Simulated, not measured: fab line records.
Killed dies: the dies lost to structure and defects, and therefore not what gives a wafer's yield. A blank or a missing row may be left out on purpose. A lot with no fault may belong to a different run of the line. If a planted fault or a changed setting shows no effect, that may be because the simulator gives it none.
Problem report in the 8D (eight disciplines) form, filled by code -- flow gf180mcu -- the parts of the form that need people (team, actions taken, sign-off) are left out

## 1. WHAT WENT WRONG
Mean VT_IMPLANT_4_TW at GF_VT_IMPLANT_TW_MEAS_43: 642 over 3 wafers in 2 lots; fault-free wafers: 691, standard deviation 5.9. That is -8.3 standard deviations from the usual mean.
The first sign was on wafer L812.2 at day 12 02:55, on film_metro-01. The record has a number at this step for 42 wafers belonging to 14 lots. By rule, "out" or "out of limits" means more than 4 standard deviations away from the usual mean. The rest of the wafers with a number are treated as sound.

## 2. WHAT THIS IS AND IS NOT
question,is,is not
which readings at this step,VT_IMPLANT_4_TW,-
which lots,"L812, L815","L799, L801, L804, L805, L806, L809, L811, L813, L814, L816, L817, L821"
which wafers of those lots,"L812.2, L812.5, L815.2","L812.1, L815.1, L815.6"
read on which gauges,"film_metro-01, film_metro-03",film_metro-02
when,from day 12 02:55,"up to then (25 sound wafers); but 14 sound wafers of L814, L815, L816, L817, L821 came after"

## 3. THE SUSPECTS, EACH WITH WHAT RULES IT OUT
Counting: a tool at a process step up to the reading stays a suspect if it ran every lot that is out. Sound lots after the first of them don't rule it out here, since some wafers of a struck lot are sound.
- ruled out: the gauge at GF_VT_IMPLANT_TW_MEAS_43. Those wafers that are out were read across 2 gauges (film_metro-01, film_metro-03).
- implanter-01 at GF_VT_IMPLANT_IMPLANT_41: kept. It ran every lot that is out, first L812 (day 12 02:40); its last sound lot up to then is L813 (day 12 01:43).
After counting, what remains is implanter-01 at GF_VT_IMPLANT_IMPLANT_41.

## 4. THE CAUSE (what the simulator had put in)
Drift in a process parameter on implanter-01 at GF_VT_IMPLANT_IMPLANT_41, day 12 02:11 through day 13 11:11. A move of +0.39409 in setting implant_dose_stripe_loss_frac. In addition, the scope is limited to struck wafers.
After counting, this tool was the only one left.

## 5. THE EFFECT CHAIN, in route order
Each row: a reading where the mean over the struck wafers with a number is more than 3 standard deviations away from the usual. Only readings whose record carries a usual standard deviation are examined. hours: median over the lots of the time between each lot's start at the first step of this table that gives one and its start at this step. sigmas: the change, counted in usual standard deviations.
hours,step,reading,usual,on struck wafers,change,sigmas
0,GF_VT_IMPLANT_TW_MEAS_43,VT_IMPLANT_4_TW,691,642,-49,-8.3
At these later measuring or inspecting steps, every struck wafer for which the step has a row has a number for every such reading, and none has moved that far: GF_HV_LDD_TW_MEAS_50.

## 6. WHAT WOULD HAVE CAUGHT IT SOONER
In this record the first reading out of limits at a measuring or inspecting step was taken at day 12 02:55, 1 hour after the fault began at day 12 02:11.
Of the tool readings at GF_VT_IMPLANT_IMPLANT_41 for which the record gives a usual standard deviation, none was out on any struck wafer, so an alarm limit of 4 standard deviations on them would not have fired.
Among the 2 lots that are out, L815 began GF_VT_IMPLANT_IMPLANT_41 on implanter-01 after day 12 02:55. Holding the tool at that time would have saved it.
